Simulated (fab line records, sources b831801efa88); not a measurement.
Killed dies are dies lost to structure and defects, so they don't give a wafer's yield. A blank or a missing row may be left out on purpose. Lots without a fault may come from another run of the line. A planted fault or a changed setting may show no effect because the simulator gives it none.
fab line records | flow sky130
record lots=10 wafers=30 last_day=50
route steps=708 shown SPACER@304 VIA4@656 PASSIVATION@692 PAD_OPEN@708
lots that met no fault: from a run of the same line without faults
start_h: hours from the record's first day to the start of the lot's first wafer shown | wait_h: hours since the lot's step before | " the same as in the row above | L1.1+2: a row that stands for several wafers | - no value, or no start given | * or withheld: withheld | < > ~ a bound
route shown NAME@n: a module of which the file shows steps, and the number in the route of the first | usual: mean/standard deviation of fault-free wafers | same: alike in all rows | chamber/n: place in a boat | sites: the reading at each site | _std_site: their standard deviation | _edge_site: outer sites' mean less inner sites' | radius_mm: how far each site lies from the wafer's centre | mask NAME#n: copy n | behind: the tool/chamber that last shaped the wafer | hold: why the lot was held/for how many hours/how that ended | device: the transistor (n, p or np) that didn't switch | end of line: the same wafers' tests at the end of the route | a step without rows: its recipe alone | killed: dies lost to structure and defects at the first sort, not the wafer's yield | map: a wafer's dies, x killed, . not, _ none there
set.NAME: the setting as run; set.NAME@STEP: as run at that earlier step | model.NAME: the simulator's own value behind a step, which no gauge read
steps of the route over a sample of lots; a table a step, a row a wafer
services: from which hour (start_h, from the record's first day; less than 0 if before it) a tool's chamber was out of use, for how many hours, and why
## steps
# step SKY_SPACER_CVD_00
# recipe material=Si3N4 precursor=DCS/NH3 target_thk_nm=43.1 temp_c=770 time_s=740 pressure_mtorr=250
# usual pressure_mtorr=250.0/0.47
# columns lot.wafer tool chamber start_h wait_h pressure_mtorr
L240.2 lpcvd-02 1 516.84 0.8 248.7
L240.3 " 1 " " 249.2
L240.5 " 1 " " 250.1
L242.1 lpcvd-02 0 547.17 0.0 249.6
L242.2 " 0 " " 249.5
L242.4 " 0 " " 250.0
L241.1 lpcvd-02 1 549.73 0.9 250.0
L241.5 " 1 " " 249.6
L241.6 " 1 " " 250.0
L243.2 lpcvd-02 1 555.08 0.0 251.2
L243.4 " 1 " " 250.1
L243.5 " 1 " " 250.2
L251.3 lpcvd-02 1 632.25 0.0 249.9
L251.5 " 1 " " 250.0
L251.6 " 1 " " 250.4
L259.1 lpcvd-02 0 699.01 0.5 249.6
L259.3 " 0 " " 250.5
L259.6 " 0 " " 249.9
L261.1 lpcvd-02 1 699.01 0.0 250.4
L261.4 " 1 " " 250.5
L261.6 " 1 " " 250.9
L260.1 lpcvd-02 1 707.74 0.0 250.2
L260.3 " 1 " " 250.0
L260.5 " 1 " " 250.2
L262.2 lpcvd-02 0 716.16 0.0 249.1
L262.5 " 0 " " 249.0
L262.6 " 0 " " 249.4
L263.2 lpcvd-02 1 719.77 1.4 249.6
L263.3 " 1 " " 249.3
L263.4 " 1 " " 249.9
# step SKY_VIA4_SPUTTER_17
# recipe material=TiN target_thk_nm=20 chamber_pressure_pa=5 power_w=4000 time_s=80
# usual throttle_valve_pct=30.2/0.94
# columns lot.wafer tool chamber start_h wait_h throttle_valve_pct
L240.2 pvd_sputter-03 - 999.73 0.0 29.7
L240.3 " - " " 29.5
L240.5 " - " " 29.5
L242.1 pvd_sputter-02 - 1017.64 0.0 31.2
L242.2 " - " " 30.9
L242.4 " - " " 31.2
L241.1 pvd_sputter-03 - 1025.03 0.0 30.7
L241.5 " - " " 30.6
L241.6 " - " " 29.4
L243.2 pvd_sputter-01 - 1026.14 0.0 29.1
L243.4 " - " " 31.3
L243.5 " - " " 29.0
L251.3 pvd_sputter-02 - 1083.55 0.0 31.4
L251.5 " - " " 29.4
L251.6 " - " " 31.1
L259.1 pvd_sputter-02 - 1130.13 0.0 31.3
L259.3 " - " " 29.5
L259.6 " - " " 31.4
L261.1 pvd_sputter-02 - 1131.51 0.0 29.9
L261.4 " - " " 31.3
L261.6 " - " " 31.0
L260.1 pvd_sputter-01 - 1139.10 0.0 28.8
L260.3 " - " " 30.5
L260.5 " - " " 31.3
L262.2 pvd_sputter-03 - 1144.60 0.0 30.6
L262.5 " - " " 30.7
L262.6 " - " " 29.7
L263.2 pvd_sputter-01 - 1145.72 0.0 31.2
L263.3 " - " " 28.4
L263.4 " - " " 30.5
# step SKY_VIA4_CMP_21
# recipe stop_on=SiO2 t_overpolish_s=25 down_force_psi=3.5 platen_rpm=60 target_thk_nm=0 pad_velocity_m_s=0.94248
# usual head_pressure_psi=3.500/0.0077 motor_current_A=10.7/1.1 overpolish_run_s=25.001/0.0086 platen_rpm=60.01/0.042 time_to_endpoint_s=124/5.5
# columns lot.wafer tool chamber start_h wait_h head_pressure_psi motor_current_A overpolish_run_s platen_rpm time_to_endpoint_s
L240.3 cmp-02 3 1000.27 0.0 3.499 10.6 25.000 59.96 121
L240.2 " 2 " " 3.496 8.7 24.994 59.97 131
L240.5 " 0 " " 3.487 11.6 25.004 60.02 120
L242.2 cmp-01 3 1018.24 0.1 3.498 9.1 25.002 59.95 121
L242.4 " 0 " " 3.497 11.6 25.002 60.02 131
L242.1 " 1 " " 3.512 11.1 25.002 60.01 133
L241.1 cmp-01 3 1025.72 0.2 3.504 9.6 25.005 60.01 116
L241.5 " 0 " " 3.478 12.6 24.996 59.99 131
L241.6 " 1 " " 3.492 11.2 25.012 59.99 126
L243.4 cmp-02 0 1026.79 0.1 3.501 11.6 25.007 59.95 116
L243.2 " 2 " " 3.505 8.6 25.013 60.01 126
L243.5 " 3 " " 3.510 10.8 25.001 59.97 116
L251.3 cmp-02 1 1084.39 0.4 3.495 12.0 24.992 59.99 117
L251.6 " 2 " " 3.501 8.8 25.005 60.08 129
L251.5 " 3 " " 3.501 10.0 24.991 60.01 124
L259.1 cmp-01 0 1130.72 0.1 3.499 12.5 25.004 60.06 127
L259.3 " 2 " " 3.504 10.4 25.012 59.99 123
L259.6 " 0 " " 3.499 12.6 25.003 60.04 131
L261.4 cmp-02 2 1132.11 0.1 3.498 8.6 25.006 60.00 131
L261.1 " 3 " " 3.493 10.2 25.002 60.04 118
L261.6 " 1 " " 3.488 11.7 25.002 60.04 116
L260.1 cmp-02 1 1139.69 0.1 3.507 11.1 24.984 59.96 118
L260.3 " 2 " " 3.494 8.7 25.000 59.97 133
L260.5 " 1 " " 3.500 11.7 24.999 60.03 120
L262.2 cmp-02 3 1145.19 0.1 3.497 10.5 24.989 60.00 118
L262.5 " 2 " " 3.501 9.0 25.006 60.06 128
L262.6 " 3 " " 3.502 11.1 24.991 60.03 121
L263.4 cmp-01 1 1146.27 0.0 3.498 11.1 25.012 60.03 132
L263.3 " 2 " " 3.498 10.5 25.007 60.01 128
L263.2 " 0 " " 3.500 12.4 25.009 60.01 132
# step SKY_PASSIVATION_ETCH_11
# recipe chemistry=CF4/O2 target_depth_nm=725 stop_on=AlCu source_w=800 bias_w=150 pressure_mtorr=150 cf4_flow_sccm=80 O2_flow_sccm=10 time_s=161.1
# usual drypump_motor_current_A=5.68/0.3 oes_product_au=0.977/0.0074 throttle_valve_pct=5.966/0.0091
# columns lot.wafer tool chamber start_h wait_h drypump_motor_current_A oes_product_au rf_hours_counter_h throttle_valve_pct
L240.2 rie_diel-02 1 1047.62 - 5.64 0.975 17 5.964
L240.3 " 2 " " 5.45 0.978 12 5.976
L240.5 " 3 " " 5.55 0.987 - 5.967
L242.1 rie_diel-02 0 1063.59 - 6.11 0.972 15 5.960
L242.2 " 3 " " 5.54 0.977 18 5.977
L242.4 " 1 " " 5.61 0.984 17 5.989
L241.1 rie_diel-02 3 1070.26 - 5.54 0.970 18 5.960
L241.5 " 1 " " 5.65 0.978 - 5.956
L241.6 " 2 " " 5.43 0.982 - 5.974
L243.2 rie_diel-04 3 1070.87 - 5.89 0.976 8 5.974
L243.4 " 1 " " 5.66 0.993 0 5.982
L243.5 " 2 " " 5.61 0.979 - 5.955
L251.3 rie_diel-03 1 1125.61 - 6.07 0.975 24 5.957
L251.5 " 3 " " 4.91 0.987 - 5.962
L251.6 " 0 " " 5.43 0.976 - 5.968
L259.1 rie_diel-04 1 1168.36 - 5.67 0.975 4 5.965
L259.3 " 0 " " 5.89 0.964 16 5.965
L259.6 " 1 " " 5.66 0.982 - 5.965
L261.1 rie_diel-03 3 1169.09 - 4.90 0.983 24 5.969
L261.4 " 1 " " 6.03 0.972 25 5.962
L261.6 " 1 " " 6.03 0.980 - 5.969
L260.1 rie_diel-04 2 1176.19 - 5.64 0.973 14 5.974
L260.3 " 0 " " 5.92 0.977 16 5.979
L260.5 " 2 " " 5.64 0.983 - 5.980
L262.2 rie_diel-04 1 1181.56 - 5.66 0.961 4 5.957
L262.5 " 3 " " 5.87 0.976 - 5.981
L262.6 " 0 " " 5.88 0.982 - 5.963
L263.2 rie_diel-02 3 1181.62 - 5.51 0.977 22 5.964
L263.3 " 1 " " 5.66 0.979 20 5.968
L263.4 " 2 " " 5.47 0.975 18 5.984
# step SKY_PAD_OPEN_PROBE_99
# usual killed_at_M0_to_M3=44/7.3 killed_at_M4_up=3.5/1.8 killed_at_contacts=24/5.8 killed_at_front_end=16/4.3 killed_at_other=0.5/0.68 killed_dies=88/9.4 killed_open=48/6.8 killed_short=40/6.1
# same gross_dies=492 killed_at_back_side=0
# columns lot.wafer tool chamber start_h wait_h killed_at_M0_to_M3 killed_at_M4_up killed_at_contacts killed_at_front_end killed_at_other killed_dies killed_open killed_short
L251.3 prober-01 - 1146.56 0.2 45 8 15 63 0 131 52 33
L251.5 prober-01 - 1146.66 0.2 45 2 16 51 1 115 42 34
L251.6 prober-01 - 1146.71 0.2 54 2 18 55 2 131 46 42
L259.1 prober-01 - 1187.30 0.1 56 3 24 17 0 100 51 49
L259.3 prober-01 - 1187.40 0.2 45 6 29 14 0 94 40 53
L259.6 prober-01 - 1187.55 0.2 50 1 31 20 1 103 54 48
L261.1 prober-02 - 1187.72 0.1 57 5 26 13 0 101 65 36
L261.4 prober-02 - 1187.87 0.2 47 4 24 22 0 97 56 41
L261.6 prober-02 - 1187.97 0.2 37 3 20 14 0 74 47 27
L260.1 prober-01 - 1195.28 0.1 43 4 35 12 0 94 52 42
L260.3 prober-01 - 1195.38 0.2 40 3 18 19 0 80 49 31
L260.5 prober-01 - 1195.48 0.2 40 3 28 4 0 75 42 32
L263.2 prober-01 - 1198.47 0.1 34 4 30 16 0 84 50 34
L263.3 prober-01 - 1198.52 0.2 38 3 29 10 0 80 41 39
L263.4 prober-01 - 1198.57 0.2 40 3 24 13 0 80 42 38
# killed by level:class
L251.3 SPACER:unspecified=45 VIA2:geometric_particle:open=10 CONTACT:geometric_particle:open=8 VIA1:geometric_particle:open=8 VIA1:geometric_particle:short=6 FIELD_ISO:geometric_particle:open=5 VIA3:geometric_particle:open=5 POLY_GATE:geometric_particle:short=4
L251.5 SPACER:unspecified=37 METAL1:geometric_particle:short=14 VIA3:geometric_particle:open=7 CONTACT:geometric_particle:open=6 FIELD_ISO:geometric_particle:open=5 VIA1:geometric_particle:short=5 VIA2:geometric_particle:open=5 CONTACT:geometric_particle:short=4
L251.6 SPACER:unspecified=41 VIA1:geometric_particle:open=14 METAL1:geometric_particle:short=7 CONTACT:geometric_particle:open=7 VIA1:geometric_particle:short=6 LI_CONTACT:geometric_particle:open=6 METAL2:geometric_particle:short=6 VIA2:geometric_particle:open=6
L259.1 VIA1:geometric_particle:open=13 CONTACT:geometric_particle:short=8 LI_CONTACT:geometric_particle:open=7 METAL1:geometric_particle:short=7 VIA3:geometric_particle:open=7 VIA2:geometric_particle:open=7 POLY_GATE:geometric_particle:short=6 METAL2:geometric_particle:short=5
L259.3 VIA1:geometric_particle:short=12 LOCAL_INTERCONNECT:geometric_particle:short=9 CONTACT:geometric_particle:open=8 VIA2:geometric_particle:open=7 VIA3:geometric_particle:open=5 METAL1:geometric_particle:short=5 VIA1:geometric_particle:open=5 FIELD_ISO:geometric_particle:short=4
L259.6 VIA1:geometric_particle:open=15 CONTACT:geometric_particle:open=12 METAL2:geometric_particle:short=9 METAL1:geometric_particle:short=7 FIELD_ISO:geometric_particle:open=6 LI_CONTACT:geometric_particle:open=6 LOCAL_INTERCONNECT:geometric_particle:short=6 FIELD_ISO:geometric_particle:short=5
L261.1 CONTACT:geometric_particle:open=11 VIA1:geometric_particle:open=11 VIA1:geometric_particle:short=10 VIA3:geometric_particle:open=10 LI_CONTACT:geometric_particle:open=8 VIA2:geometric_particle:open=8 POLY_GATE:geometric_particle:open=6 VIA2:geometric_particle:short=6
L261.4 VIA1:geometric_particle:open=10 FIELD_ISO:geometric_particle:open=8 CONTACT:geometric_particle:open=8 VIA2:geometric_particle:open=8 LI_CONTACT:geometric_particle:open=6 METAL2:geometric_particle:short=6 VIA3:geometric_particle:open=6 POLY_GATE:geometric_particle:short=4
L261.6 CONTACT:geometric_particle:open=10 VIA1:geometric_particle:open=10 LI_CONTACT:geometric_particle:open=6 FIELD_ISO:geometric_particle:short=5 METAL3:geometric_particle:short=4 METAL1:geometric_particle:short=4 VIA1:geometric_particle:short=4 VIA2:geometric_particle:open=4
L260.1 VIA1:geometric_particle:open=13 LI_CONTACT:geometric_particle:open=12 CONTACT:geometric_particle:open=8 CONTACT:geometric_particle:short=7 METAL2:geometric_particle:short=7 FIELD_ISO:geometric_particle:open=6 LI_CONTACT:geometric_particle:short=5 METAL3:geometric_particle:short=5
L260.3 VIA1:geometric_particle:open=10 CONTACT:geometric_particle:open=7 FIELD_ISO:geometric_particle:open=6 METAL1:geometric_particle:short=6 FIELD_ISO:geometric_particle:short=5 LI_CONTACT:geometric_particle:open=5 VIA2:geometric_particle:open=5 METAL2:geometric_particle:open=4
L260.5 VIA1:geometric_particle:open=10 CONTACT:geometric_particle:open=10 LI_CONTACT:geometric_particle:open=8 METAL1:geometric_particle:short=7 LOCAL_INTERCONNECT:geometric_particle:short=6 METAL2:geometric_particle:short=5 VIA2:geometric_particle:open=5 VIA3:geometric_particle:open=4
L263.2 CONTACT:geometric_particle:open=11 VIA1:geometric_particle:open=9 LI_CONTACT:geometric_particle:open=8 FIELD_ISO:geometric_particle:short=7 VIA3:geometric_particle:open=7 POLY_GATE:geometric_particle:short=4 LI_CONTACT:geometric_particle:short=4 LOCAL_INTERCONNECT:geometric_particle:short=4
L263.3 CONTACT:geometric_particle:open=10 LI_CONTACT:geometric_particle:open=7 CONTACT:geometric_particle:short=6 VIA2:geometric_particle:short=6 VIA1:geometric_particle:open=5 VIA1:geometric_particle:short=5 VIA3:geometric_particle:open=5 FIELD_ISO:geometric_particle:open=4
L263.4 VIA1:geometric_particle:open=11 LI_CONTACT:geometric_particle:open=7 CONTACT:geometric_particle:open=7 VIA1:geometric_particle:short=7 VIA2:geometric_particle:open=6 CONTACT:geometric_particle:short=5 METAL2:geometric_particle:short=5 POLY_GATE:geometric_particle:open=4
## services
# columns tool chamber start_h hours kind
cmp-01 - 501.96 0.3 repair
cmp-01 - 507.30 3.5 pm
rie_diel-04 0 534.11 8.5 repair
rie_diel-02 3 540.01 1.2 repair
cmp-01 - 561.84 0.2 repair
cmp-02 - 575.22 4.0 pm
rie_diel-04 1 579.90 9.7 repair
cmp-02 - 612.11 3.4 repair
cmp-02 - 615.40 0.4 repair
cmp-02 - 660.88 1.1 repair
cmp-02 - 689.87 1.3 repair
cmp-02 - 719.57 6.6 pm
cmp-02 - 753.16 0.5 repair
cmp-02 - 754.38 1.3 repair
cmp-02 - 756.85 4.5 repair
lpcvd-02 - 775.38 0.8 pm
lpcvd-02 - 784.11 2.8 pm
cmp-02 - 843.37 5.6 repair
lpcvd-02 - 849.80 1.0 repair
cmp-02 - 884.25 6.9 pm
cmp-02 - 915.22 4.0 pm
lpcvd-02 - 1074.14 1.1 repair
cmp-02 - 1088.57 4.5 pm
cmp-02 - 1112.82 1.8 repair
## key
first_sign step=SKY_PAD_OPEN_PROBE_99 reading=killed_at_front_end direction=up sigmas=9.5 usual=16 struck=56
effect step=SKY_PAD_OPEN_PROBE_99 reading=killed_dies direction=up sigmas=4 usual=88 struck=126
met_at SKY_SPACER_CVD_00
struck_lots L251
struck_wafers L251.3,L251.5,L251.6
tester_left_out L251
not_acting_at SKY_VIA4_SPUTTER_17,SKY_VIA4_CMP_21,SKY_PASSIVATION_ETCH_11
onset_between 555.08 632.25
fault kind=chamber_particle_source tool=lpcvd-02 chamber=1 onset_h=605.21 steps=SKY_SPACER_CVD_00 rate_per_visit_cm2=0.43984 end_h=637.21
# tester_left_out: of these lots the tester's yield and bins aren't shown, on N5 and GAA mostly nor the transistor test; their killed dies are dies lost to structure and defects alone, not to doping, threshold or leakage, so they don't give the yield
